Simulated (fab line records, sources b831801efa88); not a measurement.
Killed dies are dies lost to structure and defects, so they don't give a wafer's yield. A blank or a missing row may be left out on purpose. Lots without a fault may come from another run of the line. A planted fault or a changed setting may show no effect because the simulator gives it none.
Which tool did it? | flow gf180mcu | 7 lots, 21 wafers sampled, at 2 steps of a route of 602

WHAT THE GAUGES READ, wafer by wafer
GF_SAB_THK_MEAS_01.
lot  | measured     | on            | SAB_CVD_00_THK (nm)
L644 | day 14 23:24 | film_metro-02 | 50.5 50.1 50.7
L647 | day 15 20:20 | film_metro-02 | 49.8 49.6 51.1
L649 | day 16 10:16 | film_metro-03 | 50.6 51.1 50.6
L651 | day 17 07:41 | film_metro-02 | 49.8 51.0 51.2
L654 | day 18 06:25 | film_metro-02 | 49.2 49.9 50.8
L662 | day 21 01:41 | film_metro-04 | 73.4 72.9 74.5
L666 | day 22 06:25 | film_metro-04 | 50.2 50.0 50.7

WHICH TOOL RAN EACH LOT (tool, then ch and the chambers of the sampled wafers, then the start)
lot  | GF_SAB_CVD_00
L644 | pecvd-02 ch 0,1,2, day 14 23:23
L647 | pecvd-02 ch 0,1,2, day 15 20:19
L649 | pecvd-02 ch 0,2, day 16 10:13
L651 | pecvd-03 ch 0,1, day 17 07:39
L654 | pecvd-04 ch 0,1,2, day 18 06:23
L662 | pecvd-04 ch 0,2, day 21 01:40
L666 | pecvd-03 ch 0,2, day 22 06:23
- GF_SAB_CVD_00: deposits SiO2 from TEOS, target thk 50 nm, time 4.9302 s.

THE ANSWER, worked out from the rows above alone
Rule: what is usual is taken from the lots themselves. Put in order of their means at a reading, lots are off if they are a third of the lots or fewer, leave a main group of 4 or more, and stand apart from it by a gap of 3 or more times the standard deviation of the main group's means; of several such gaps the widest counts. A main group whose means are all the same, to the digits that the tables above print for the reading, isn't used. A lot without any number at a reading at which 4 lots or more have one is off too. The other lots that the step has rows for count as sound.
Off: L662, at GF_SAB_THK_MEAS_01 (SAB_CVD_00_THK). The main group: mean 50.4 nm, standard deviation 0.28.
A tool fits if, at a process step before that reading, it ran every lot that is off, and no sound lot after the first of them. The gauges at GF_SAB_THK_MEAS_01 are tried like those tools. One fits: pecvd-04 at GF_SAB_CVD_00. Its last sound lot is L654 (day 18 06:23), its first lot that is off L662 (day 21 01:40): a fault that began between those two fits.

WHAT THE SIMULATOR HAD PUT IN
Process parameter drift: pecvd-04, from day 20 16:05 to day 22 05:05, at GF_SAB_CVD_00. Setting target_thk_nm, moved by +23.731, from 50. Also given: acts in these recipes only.
Lots struck among those shown: L662. The rule above found the same.
